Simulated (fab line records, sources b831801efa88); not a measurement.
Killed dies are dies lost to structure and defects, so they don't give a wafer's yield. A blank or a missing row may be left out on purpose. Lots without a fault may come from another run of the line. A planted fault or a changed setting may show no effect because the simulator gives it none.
fab line records | flow sky130
record lots=5 wafers=27
route steps=708 shown FIELD_ISO@4 SONOS_ONO@170 POLY_GATE@226 LI_CONTACT@381 METAL1@437 METAL2@483
start_h: hours from the record's first day to the start of the lot's first wafer shown | wait_h: hours since the lot's step before | " the same as in the row above | L1.1+2: a row that stands for several wafers | - no value, or no start given | * or withheld: withheld | < > ~ a bound
route shown NAME@n: a module of which the file shows steps, and the number in the route of the first | usual: mean/standard deviation of fault-free wafers | same: alike in all rows | chamber/n: place in a boat | sites: the reading at each site | _std_site: their standard deviation | _edge_site: outer sites' mean less inner sites' | radius_mm: how far each site lies from the wafer's centre | mask NAME#n: copy n | behind: the tool/chamber that last shaped the wafer | hold: why the lot was held/for how many hours/how that ended | device: the transistor (n, p or np) that didn't switch | end of line: the same wafers' tests at the end of the route | a step without rows: its recipe alone | killed: dies lost to structure and defects at the first sort, not the wafer's yield | map: a wafer's dies, x killed, . not, _ none there
set.NAME: the setting as run; set.NAME@STEP: as run at that earlier step | model.NAME: the simulator's own value behind a step, which no gauge read
lots whose settings were changed on purpose; a table a step, a row a wafer
## steps
# step SKY_FIELD_ISO_CVD_03
# recipe material=Si3N4 precursor=DCS/NH3 target_thk_nm=165 temp_c=770 time_s=2830 pressure_mtorr=250
# columns lot.wafer tool chamber start_h wait_h set.time_s
L077.1+2+3+4+5+6 - - - 0.1 2051
L080.1+2+3+4+5+6 - - - 0.1 1309
L082.1+2+3+4+5+6 - - - 0.1 2830
L084.1+2+4 lpcvd-02 1 65.56 0.1 2830
L085.1+2+3+4+5+6 - - - 0.1 1461
# step SKY_FIELD_ISO_DEHYDRATE_05
# recipe temp_c=200 time_s=60
# step SKY_FIELD_ISO_ETCH_14
# recipe chemistry=N2/H2 target=BARC ion_energy_ev=200 source_w=500 bias_w=100 pressure_mtorr=30 n2_flow_sccm=100 h2_flow_sccm=200 stop_on=SiO2 time_s=45.9 target_depth_a=600
# step SKY_FIELD_ISO_ETCH_15
# recipe chemistry=CHF3/O2 target_depth_nm=180 stop_on=Si source_w=600 bias_w=200 pressure_mtorr=40 chf3_flow_sccm=50 O2_flow_sccm=5 time_s=72
# usual oes_product_au=0.946/0.0061
# columns lot.wafer tool chamber start_h wait_h set.time_s@FIELD_ISO_CVD_03 oes_product_au
L077.1 rie_diel-03 0 46.20 0.0 2051 0.789
L077.2 " 2 " " 2051 0.793
L077.3 " 3 " " 2051 0.787
L077.4 " 1 " " 2051 0.788
L077.5 " 3 " " 2051 0.793
L077.6 " 0 " " 2051 0.801
L080.1 rie_diel-03 2 63.24 0.0 1309 0.643
L080.2 " 1 " " 1309 0.640
L080.3 " 3 " " 1309 0.646
L080.4 " 0 " " 1309 0.634
L080.5 " 1 " " 1309 0.638
L080.6 " 0 " " 1309 0.633
L082.1 rie_diel-04 1 71.17 0.0 2830 0.950
L082.2 " 0 " " 2830 0.955
L082.3 " 3 " " 2830 0.951
L082.4 " 2 " " 2830 0.955
L082.5 " 1 " " 2830 0.956
L082.6 " 0 " " 2830 0.945
L084.1 rie_diel-04 3 83.60 0.0 2830 0.943
L084.2 " 2 " " 2830 0.943
L084.4 " 1 " " 2830 0.953
L085.1 rie_diel-03 0 86.27 0.0 1461 0.673
L085.2 " 1 " " 1461 0.672
L085.3 " 2 " " 1461 0.673
L085.4 " 3 " " 1461 0.673
L085.5 " 0 " " 1461 0.680
L085.6 " 3 " " 1461 0.673
# step SKY_SONOS_ONO_CVD_02
# recipe material=Si3N4 precursor=DCS/NH3 target_thk_nm=10.5 temp_c=770 time_s=180 pressure_mtorr=250
# columns lot.wafer tool chamber start_h wait_h set.time_s model.Si3N4_of_SONOS_ONO_CVD_02.thk_nm
L077.1 - - - 0.1 216.3 12.46
L077.2 " - " " 216.3 12.43
L077.3 " - " " 216.3 12.35
L077.4 " - " " 216.3 12.56
L077.5 " - " " 216.3 12.52
L077.6 " - " " 216.3 12.49
L080.1+5 - - - 6.4 180 10.41
L080.2 " - " " 180 10.53
L080.3 " - " " 180 10.43
L080.4 " - " " 180 10.52
L080.6 " - " " 180 10.4
L082.1 - - - 1.5 142.1 8.47
L082.2 " - " " 142.1 8.359
L082.3 " - " " 142.1 8.444
L082.4 " - " " 142.1 8.515
L082.5 " - " " 142.1 8.37
L082.6 " - " " 142.1 8.192
L084.1 lpcvd-02 1 330.26 0.5 180 10.28
L084.2 " 1 " " 180 10.3
L084.4 " 1 " " 180 10.21
L085.1 - - - 0.1 281.8 16.47
L085.2 " - " " 281.8 16.59
L085.3 " - " " 281.8 16.58
L085.4 " - " " 281.8 16.61
L085.5 " - " " 281.8 16.7
L085.6 " - " " 281.8 16.65
# step SKY_SONOS_ONO_THK_MEAS_03
# recipe reads=Si3N4_of_SONOS_ONO_CVD_02
# usual SONOS_ONO_CVD_02_THK=10.44/0.14
# columns lot.wafer tool chamber start_h wait_h set.time_s@SONOS_ONO_CVD_02 SONOS_ONO_CVD_02_THK[nm]
L077.1 film_metro-04 - - - 216.3 12.46
L077.2 " - " " 216.3 12.43
L077.3 " - " " 216.3 12.32
L077.4 " - " " 216.3 12.53
L077.5 " - " " 216.3 12.46
L077.6 " - " " 216.3 12.48
L080.1 film_metro-03 - - - 180 10.36
L080.2 " - " " 180 10.53
L080.3 " - " " 180 10.43
L080.4 " - " " 180 10.51
L080.5 " - " " 180 10.44
L080.6 " - " " 180 10.42
L082.1 film_metro-01 - - - 142.1 8.46
L082.2 " - " " 142.1 8.33
L082.3 " - " " 142.1 8.44
L082.4 " - " " 142.1 8.52
L082.5 " - " " 142.1 8.35
L082.6 " - " " 142.1 8.22
L084.1 film_metro-04 - 331.84 0.0 180 10.31
L084.2 " - " " 180 10.31
L084.4 " - " " 180 10.24
L085.1 film_metro-03 - - - 281.8 16.49
L085.2 " - " " 281.8 16.59
L085.3 " - " " 281.8 16.58
L085.4 " - " " 281.8 16.63
L085.5 " - " " 281.8 16.69
L085.6 " - " " 281.8 16.63
# step SKY_POLY_GATE_DEVELOP_12
# recipe develop_time_s=60 resist=KrF-thick dev_temp_c=21
# columns lot.wafer tool chamber start_h wait_h set.develop_time_s
L077.1+3+6 litho_track-02 0 - - 35.79
L077.2+4+5 " 0 " " 60
L080.1+2+3+4+5+6 litho_track-02 0 - - 60
L082.1+3+4 litho_track-04 0 - - 34.6
L082.2+5+6 " 0 " " 60
L084.1+2+4 litho_track-04 0 - - 60
L085.1+3+5 litho_track-02 0 - - 60
L085.2+4+6 " 0 " " 95.22
# step SKY_POLY_GATE_CD_MEAS_13
# recipe target_cd_nm=150
# usual cd_nm=150.1/1.4
# columns lot.wafer tool chamber start_h wait_h set.develop_time_s@POLY_GATE_DEVELOP_12 cd_nm
L077.1 cd_sem-01 - 420.28 - 35.79 159.2
L077.2 " - " " 60 149.4
L077.3 " - " " 35.79 159.2
L077.4 " - " " 60 149.5
L077.5 " - " " 60 148.9
L077.6 " - " " 35.79 159.7
L080.1 cd_sem-01 - 448.43 - 60 151.5
L080.2 " - " " 60 150.3
L080.3 " - " " 60 149.7
L080.4 " - " " 60 150.6
L080.5 " - " " 60 149.8
L080.6 " - " " 60 149.7
L082.1 cd_sem-02 - 449.00 - 34.6 158.6
L082.2 " - " " 60 149.1
L082.3 " - " " 34.6 160.0
L082.4 " - " " 34.6 159.5
L082.5 " - " " 60 148.2
L082.6 " - " " 60 148.9
L084.1 cd_sem-01 - 456.70 - 60 150.0
L084.2 " - " " 60 148.3
L084.4 " - " " 60 148.6
L085.1 cd_sem-02 - 471.88 - 60 152.3
L085.2 " - " " 95.22 143.2
L085.3 " - " " 60 152.2
L085.4 " - " " 95.22 144.0
L085.5 " - " " 60 152.5
L085.6 " - " " 95.22 143.8
# step SKY_POLY_GATE_ETCH_15
# recipe chemistry=N2/H2 target=BARC ion_energy_ev=200 source_w=500 bias_w=100 pressure_mtorr=30 n2_flow_sccm=100 h2_flow_sccm=200 stop_on=SiO2 time_s=118.5 target_depth_a=1100
# columns lot.wafer tool chamber start_h wait_h set.develop_time_s@POLY_GATE_DEVELOP_12 model.POLY_GATE.cd_nm
L077.1 rie_diel-04 1 420.44 0.0 35.79 157
L077.2 " 2 " " 60 150.4
L077.3 " 3 " " 35.79 156.8
L077.4 " 0 " " 60 148.7
L077.5 " 1 " " 60 145.9
L077.6 " 2 " " 35.79 159.7
L080.1 rie_diel-04 1 448.59 0.0 60 150.1
L080.2 " 2 " " 60 152.5
L080.3 " 3 " " 60 147.9
L080.4 " 0 " " 60 149.8
L080.5 " 2 " " 60 149.7
L080.6 " 3 " " 60 148.2
L082.1 rie_diel-01 3 449.16 0.0 34.6 157.8
L082.2 " 0 " " 60 147.7
L082.3+4 " 2,1 " " 34.6 157.9
L082.5 " 1 " " 60 146.3
L082.6 " 2 " " 60 147.5
L084.1 rie_diel-03 0 456.86 0.0 60 147.4
L084.2 " 2 " " 60 150
L084.4 " 1 " " 60 148.5
L085.1 rie_diel-04 0 472.04 0.0 60 152.9
L085.2 " 3 " " 95.22 142
L085.3 " 1 " " 60 151
L085.4 " 2 " " 95.22 145.4
L085.5 " 0 " " 60 152.1
L085.6 " 3 " " 95.22 141
# step SKY_POLY_GATE_ETCH_16
# recipe stop_on=poly-Si chemistry=CH3F/O2 target=Si3N4 source_w=400 bias_w=80 pressure_mtorr=25 ch3f_flow_sccm=40 O2_flow_sccm=30 time_s=147.5 target_depth_a=750
# step SKY_POLY_GATE_ETCH_17
# recipe target_depth_nm=180 stop_on=SiO2 over_etch_frac=0.56667 chemistry=HBr/Cl2 target=poly-Si icp_w=400 bias_w=100 pressure_mtorr=10 HBr_flow_sccm=150 Cl2_flow_sccm=50 time_s=70.5
# columns lot.wafer tool chamber start_h wait_h set.develop_time_s@POLY_GATE_DEVELOP_12 model.POLY_GATE.cd_nm
L077.1 rie_si-01 0 420.62 0.0 35.79 156.1
L077.2 " 1 " " 60 150.5
L077.3 " 3 " " 35.79 157.1
L077.4 " 2 " " 60 149.8
L077.5 " 3 " " 60 145.6
L077.6 " 0 " " 35.79 158
L080.1 rie_si-01 3 448.77 0.0 60 150.9
L080.2 " 2 " " 60 154
L080.3 " 1 " " 60 149.2
L080.4 " 0 " " 60 149.4
L080.5 " 3 " " 60 151.7
L080.6 " 2 " " 60 149.9
L082.1 rie_si-01 0 449.34 0.0 34.6 155.4
L082.2 " 1 " " 60 146.8
L082.3 " 3 " " 34.6 156.8
L082.4 " 2 " " 34.6 157.4
L082.5 " 2 " " 60 146.4
L082.6 " 3 " " 60 147.2
L084.1 rie_si-02 0 457.04 0.0 60 146.5
L084.2 " 2 " " 60 148.4
L084.4 " 1 " " 60 148.6
L085.1 rie_si-02 3 472.22 0.0 60 154
L085.2 " 1 " " 95.22 143.5
L085.3 " 2 " " 60 150
L085.4 " 0 " " 95.22 146.1
L085.5 " 3 " " 60 153.3
L085.6 " 2 " " 95.22 141
# step SKY_POLY_GATE_STRIP_18
# recipe chemistry=O2/N2 power_w=1400 pressure_mtorr=1500 platen_temp_c=withheld o2_flow_sccm=3000 n2_flow_sccm=300 overash_fraction=0.5
# step SKY_POLY_GATE_CLEAN_19
# recipe chemistry=SC1/SC2 mix=1:4:20 temp_c=70 time_s=150 dry=n2_spin
# step SKY_POLY_GATE_OXIDATION_20
# recipe temp_c=850 ambient=O2 stabilise_s=600 purge_s=300 target_thk_a=40 ox_time_s=899
# step SKY_POLY_GATE_CD_MEAS_22
# usual cd_nm=149.5/2.6
# columns lot.wafer tool chamber start_h wait_h set.develop_time_s@POLY_GATE_DEVELOP_12 cd_nm
L077.1 cd_sem-02 - 423.54 0.1 35.79 155.9
L077.2 " - " " 60 150.4
L077.3 " - " " 35.79 157.1
L077.4 " - " " 60 149.9
L077.5 " - " " 60 145.6
L077.6 " - " " 35.79 158.1
L080.1 cd_sem-01 - 450.29 0.1 60 150.7
L080.2 " - " " 60 153.9
L080.3 " - " " 60 149.5
L080.4 " - " " 60 149.4
L080.5 " - " " 60 151.9
L080.6 " - " " 60 149.8
L082.1 cd_sem-02 - 451.54 0.1 34.6 155.2
L082.2 " - " " 60 146.6
L082.3 " - " " 34.6 156.5
L082.4 " - " " 34.6 157.2
L082.5 " - " " 60 146.4
L082.6 " - " " 60 147.1
L084.1 cd_sem-01 - 459.35 0.1 60 146.5
L084.2 " - " " 60 148.5
L084.4 " - " " 60 148.6
L085.1 cd_sem-02 - 475.32 0.1 60 153.7
L085.2 " - " " 95.22 143.4
L085.3 " - " " 60 149.9
L085.4 " - " " 95.22 145.9
L085.5 " - " " 60 153.1
L085.6 " - " " 95.22 140.7
# step SKY_LI_CONTACT_SPUTTER_19
# recipe material=Ti target_thk_nm=20 chamber_pressure_pa=5 power_w=2500 substrate_temp_c=200 time_s=106.37
# columns lot.wafer tool chamber start_h wait_h set.time_s model.Ti_of_LI_CONTACT_SPUTTER_19.thk_nm
L077.1 pvd_sputter-03 - 723.98 0.0 140 26.36
L077.2 " - " " 140 26.32
L077.3 " - " " 106.37 20.12
L077.4 " - " " 140 26.33
L077.5 " - " " 106.37 20.26
L077.6 " - " " 106.37 20.13
L080.1 pvd_sputter-02 - 748.18 0.0 140.8 26.57
L080.2 " - " " 140.8 26.23
L080.3 " - " " 106.37 20.02
L080.4 " - " " 140.8 26.43
L080.5 " - " " 106.37 20.16
L080.6 " - " " 106.37 19.98
L082.1 pvd_sputter-02 - 750.83 0.0 106.37 19.94
L082.2 " - " " 106.37 20.04
L082.3 " - " " 128 23.99
L082.4 " - " " 128 23.85
L082.5 " - " " 128 24.19
L082.6 " - " " 106.37 20.17
L084.1 pvd_sputter-03 - 755.83 0.0 106.37 20.03
L084.2 " - " " 106.37 20.12
L084.4 " - " " 106.37 20.2
L085.1 pvd_sputter-03 - 768.63 0.0 140.1 26.19
L085.2 " - " " 140.1 26.32
L085.3 " - " " 140.1 26.43
L085.4 " - " " 106.37 20.33
L085.5 " - " " 106.37 20.07
L085.6 " - " " 106.37 20.01
# step SKY_METAL1_SPUTTER_03
# recipe material=Ti target_thk_nm=5 power_w=3000 time_s=3.3 chamber_pressure_pa=0.4
# columns lot.wafer tool chamber start_h wait_h set.time_s model.Ti_of_METAL1_SPUTTER_03.thk_nm
L077.1 pvd_sputter-01 - 782.21 0.0 3.3 5.002
L077.2 " - " " 4.839 7.255
L077.3 " - " " 3.3 5.248
L077.4 " - " " 4.839 7.358
L077.5 " - " " 4.839 7.256
L077.6 " - " " 3.3 4.964
L080.1 pvd_sputter-02 - 806.43 0.0 1.338 1.987
L080.2 " - " " 3.3 5.087
L080.3 " - " " 1.338 1.968
L080.4 " - " " 3.3 5.082
L080.5 " - " " 3.3 4.984
L080.6 " - " " 1.338 1.946
L082.1 pvd_sputter-02 - 808.29 0.0 3.3 4.974
L082.2 " - " " 4.818 7.254
L082.3 " - " " 4.818 7.244
L082.4 " - " " 3.3 4.878
L082.5 " - " " 4.818 7.281
L082.6 " - " " 3.3 4.962
L084.1 pvd_sputter-04 - 813.17 0.0 3.3 4.842
L084.2 " - " " 3.3 4.993
L084.4 " - " " 3.3 4.766
L085.1 pvd_sputter-02 - 826.15 0.0 3.3 4.774
L085.2 " - " " 3.3 4.844
L085.3 " - " " 3.3 4.805
L085.4 " - " " 3.3 4.842
L085.5 " - " " 3.3 4.728
L085.6 " - " " 3.3 4.84
# step SKY_METAL2_SPUTTER_00
# recipe material=Ti target_thk_nm=15 power_w=3000 time_s=10 chamber_pressure_pa=0.4
# columns lot.wafer tool chamber start_h wait_h set.time_s model.Ti_of_METAL2_SPUTTER_00.thk_nm
L077.1 pvd_sputter-01 - 838.49 0.2 4.1 6.479
L077.2 " - " " 10 15.1
L077.3 " - " " 10 15.23
L077.4 " - " " 10 15.08
L077.5 " - " " 4.1 6.276
L077.6 " - " " 4.1 6.341
L080.1 pvd_sputter-02 - 860.85 0.2 4.091 5.767
L080.2 " - " " 10 14.85
L080.3 " - " " 10 14.88
L080.4 " - " " 10 15.08
L080.5 " - " " 4.091 6.087
L080.6 " - " " 4.091 6.149
L082.1 pvd_sputter-03 - 862.75 0.2 5.309 8.243
L082.2 " - " " 5.309 8.014
L082.3 " - " " 10 14.77
L082.4 " - " " 10 14.65
L082.5 " - " " 5.309 8.012
L082.6 " - " " 10 15.13
L084.1 pvd_sputter-01 - 867.25 0.2 10 15.49
L084.2 " - " " 10 15.31
L084.4 " - " " 10 15.38
L085.1 pvd_sputter-02 - 879.88 0.2 5.424 8.285
L085.2 " - " " 10 15.14
L085.3 " - " " 5.424 8.364
L085.4 " - " " 5.424 8.063
L085.5 " - " " 10 15.23
L085.6 " - " " 10 14.99
## key
split step=SKY_FIELD_ISO_CVD_03 setting=time_s stated=2830 by=lot
response step=SKY_FIELD_ISO_ETCH_15 reading=oes_product_au change=+0.00575 per=1% r=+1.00
split step=SKY_SONOS_ONO_CVD_02 setting=time_s stated=180 by=lot
response step=SKY_SONOS_ONO_CVD_02 reading=model.Si3N4_of_SONOS_ONO_CVD_02.thk_nm change=+0.106 per=1% r=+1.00
response step=SKY_SONOS_ONO_THK_MEAS_03 reading=SONOS_ONO_CVD_02_THK change=+0.106 per=1% r=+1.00
split step=SKY_POLY_GATE_DEVELOP_12 setting=develop_time_s stated=60 by=wafer
response step=SKY_POLY_GATE_CD_MEAS_13 reading=cd_nm change=-0.199 per=1% r=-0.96
response step=SKY_POLY_GATE_ETCH_15 reading=model.POLY_GATE.cd_nm change=-0.201 per=1% r=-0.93
response step=SKY_POLY_GATE_ETCH_17 reading=model.POLY_GATE.cd_nm change=-0.186 per=1% r=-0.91
response step=SKY_POLY_GATE_CD_MEAS_22 reading=cd_nm change=-0.185 per=1% r=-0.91
split step=SKY_LI_CONTACT_SPUTTER_19 setting=time_s stated=106.37 by=wafer
response step=SKY_LI_CONTACT_SPUTTER_19 reading=model.Ti_of_LI_CONTACT_SPUTTER_19.thk_nm change=+0.195 per=1% r=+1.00
split step=SKY_METAL1_SPUTTER_03 setting=time_s stated=3.3 by=wafer
response step=SKY_METAL1_SPUTTER_03 reading=model.Ti_of_METAL1_SPUTTER_03.thk_nm change=+0.0503 per=1% r=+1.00
split step=SKY_METAL2_SPUTTER_00 setting=time_s stated=10 by=wafer
response step=SKY_METAL2_SPUTTER_00 reading=model.Ti_of_METAL2_SPUTTER_00.thk_nm change=+0.149 per=1% r=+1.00
